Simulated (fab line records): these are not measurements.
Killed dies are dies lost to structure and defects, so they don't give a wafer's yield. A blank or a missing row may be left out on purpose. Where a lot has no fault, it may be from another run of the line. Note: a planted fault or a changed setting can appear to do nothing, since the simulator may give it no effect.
What tool caused it? :: flow gf180mcu :: 14 lots with 42 wafers sampled at 2 steps, on a route of 602 steps

WHAT EACH GAUGE READ, for each wafer
GF_V1_RS_MEAS_24: the measuring method here is four-point-probe. Usual: V1_W_RS typically reads 0.328 ohm/sq, with standard deviation 0.0068.
lot: L202
measured: day 19 09:59
on: film metro-02
V1_W_RS (ohm/sq): 0.331 0.320 0.328
flag: 

lot: L203
measured: day 19 17:45
on: film metro-02
V1_W_RS (ohm/sq): 0.329 0.319 0.332
flag: 

lot: L205
measured: day 20 05:56
on: film metro-04
V1_W_RS (ohm/sq): 0.336 0.334 0.338
flag: 

lot: L207
measured: day 21 01:47
on: film metro-02
V1_W_RS (ohm/sq): 0.322 0.325 0.327
flag: 

lot: L208
measured: day 21 15:01
on: film metro-02
V1_W_RS (ohm/sq): 0.338 0.334 0.323
flag: 

lot: L209
measured: day 22 00:13
on: film metro-03
V1_W_RS (ohm/sq): 0.334 0.333 0.330
flag: 

lot: L212
measured: day 23 01:42
on: film metro-02
V1_W_RS (ohm/sq): 0.319 0.335 0.320
flag: 

lot: L215
measured: day 24 00:11
on: film metro-03
V1_W_RS (ohm/sq): 0.333 0.319 0.331
flag: 

lot: L216
measured: day 24 09:00
on: film metro-02
V1_W_RS (ohm/sq): 0.336 0.334 0.332
flag: 

lot: L217
measured: day 24 15:32
on: film metro-03
V1_W_RS (ohm/sq): 0.332 0.334 0.334
flag: 

lot: L218
measured: day 24 22:01
on: film metro-02
V1_W_RS (ohm/sq): 0.330 0.321 0.335
flag: 

lot: L220
measured: day 25 19:45
on: film metro-02
V1_W_RS (ohm/sq): 0.329 0.318 0.329
flag: 

lot: L221
measured: day 26 04:49
on: film metro-03
V1_W_RS (ohm/sq): 0.333 0.324 0.323
flag: 

lot: L222
measured: day 26 05:31
on: film metro-04
V1_W_RS (ohm/sq): 0.328 0.323 0.321
flag: 

WHICH TOOL RAN EACH LOT (tool, then ch and the chambers of the sampled wafers, then the start)
lot: L202
GF_V1_STRIP_18: plasma asher-02 ch 0,1, day 19 09:13

lot: L203
GF_V1_STRIP_18: plasma asher-04 ch 0,1, day 19 17:00

lot: L205
GF_V1_STRIP_18: plasma asher-02 ch 0, day 20 05:10

lot: L207
GF_V1_STRIP_18: plasma asher-04 ch 0,1, day 21 00:54

lot: L208
GF_V1_STRIP_18: plasma asher-04 ch 0,1, day 21 14:15

lot: L209
GF_V1_STRIP_18: plasma asher-03 ch 0,1, day 21 23:19

lot: L212
GF_V1_STRIP_18: plasma asher-04 ch 0,1, day 23 00:32

lot: L215
GF_V1_STRIP_18: plasma asher-03 ch 0,1, day 23 23:25

lot: L216
GF_V1_STRIP_18: plasma asher-04 ch 0,1, day 24 08:05

lot: L217
GF_V1_STRIP_18: plasma asher-04 ch 0,1, day 24 14:36

lot: L218
GF_V1_STRIP_18: plasma asher-04 ch 0,1, day 24 21:16

lot: L220
GF_V1_STRIP_18: plasma asher-03 ch 0,1, day 25 18:59

lot: L221
GF_V1_STRIP_18: plasma asher-03 ch 0,1, day 26 04:04

lot: L222
GF_V1_STRIP_18: plasma asher-04 ch 0,1, day 26 04:43
- GF_V1_STRIP_18: strips in O2/N2.

AS READ BY THE TOOLS THEMSELVES (means over the sampled wafers that have a number; for cases with no such wafer, the mark the record gives instead)
GF_V1_STRIP_18. Usual: drypump motor current A 5.8 A, standard deviation 0.38; heater power w 304 W, standard deviation 40; oes product au 0.592 a.u., standard deviation 0.005.
lot: L202
tool: plasma asher-02
drypump motor current A (A): 5.6
heater power w (W): 320
oes product au (a.u.): 0.593
flag: 

lot: L203
tool: plasma asher-04
drypump motor current A (A): 6.0
heater power w (W): 268
oes product au (a.u.): 0.593
flag: 

lot: L205
tool: plasma asher-02
drypump motor current A (A): 5.6
heater power w (W): 308
oes product au (a.u.): 0.587
flag: 

lot: L207
tool: plasma asher-04
drypump motor current A (A): 5.9
heater power w (W): 298
oes product au (a.u.): 0.591
flag: 

lot: L208
tool: plasma asher-04
drypump motor current A (A): 5.9
heater power w (W): 296
oes product au (a.u.): 0.596
flag: 

lot: L209
tool: plasma asher-03
drypump motor current A (A): 5.4
heater power w (W): 335
oes product au (a.u.): 0.593
flag: 

lot: L212
tool: plasma asher-04
drypump motor current A (A): 5.9
heater power w (W): 296
oes product au (a.u.): 0.588
flag: 

lot: L215
tool: plasma asher-03
drypump motor current A (A): 5.4
heater power w (W): 339
oes product au (a.u.): 0.592
flag: 

lot: L216
tool: plasma asher-04
drypump motor current A (A): 6.1
heater power w (W): 265
oes product au (a.u.): 0.593
flag: 

lot: L217
tool: plasma asher-04
drypump motor current A (A): 5.9
heater power w (W): 295
oes product au (a.u.): 0.591
flag: 

lot: L218
tool: plasma asher-04
drypump motor current A (A): 6.0
heater power w (W): 271
oes product au (a.u.): 0.589
flag: 

lot: L220
tool: plasma asher-03
drypump motor current A (A): 5.5
heater power w (W): 336
oes product au (a.u.): 0.590
flag: 

lot: L221
tool: plasma asher-03
drypump motor current A (A): 5.4
heater power w (W): 339
oes product au (a.u.): 0.586
flag: 

lot: L222
tool: plasma asher-04
drypump motor current A (A): 6.0
heater power w (W): 267
oes product au (a.u.): 0.588
flag: 

THE ANSWER, worked out from the rows above alone
Rule: take the mean of a lot's wafers that have a number; if it is more than 3 standard deviations from the usual mean, the lot is off. Also off: a lot with no number at a reading for which 4 or more lots have one. The other lots that the step has rows for count as sound. First the gauges in route order, then the tools' own readings, where a lot's mean is used as printed above. The first step at which some lot is off is used, and at that step the reading that is off furthest; a lot without a number counts as furthest.
Across all readings shown, no lot is off: no conclusion can be drawn from this.

WHAT THE SIMULATOR PUT IN
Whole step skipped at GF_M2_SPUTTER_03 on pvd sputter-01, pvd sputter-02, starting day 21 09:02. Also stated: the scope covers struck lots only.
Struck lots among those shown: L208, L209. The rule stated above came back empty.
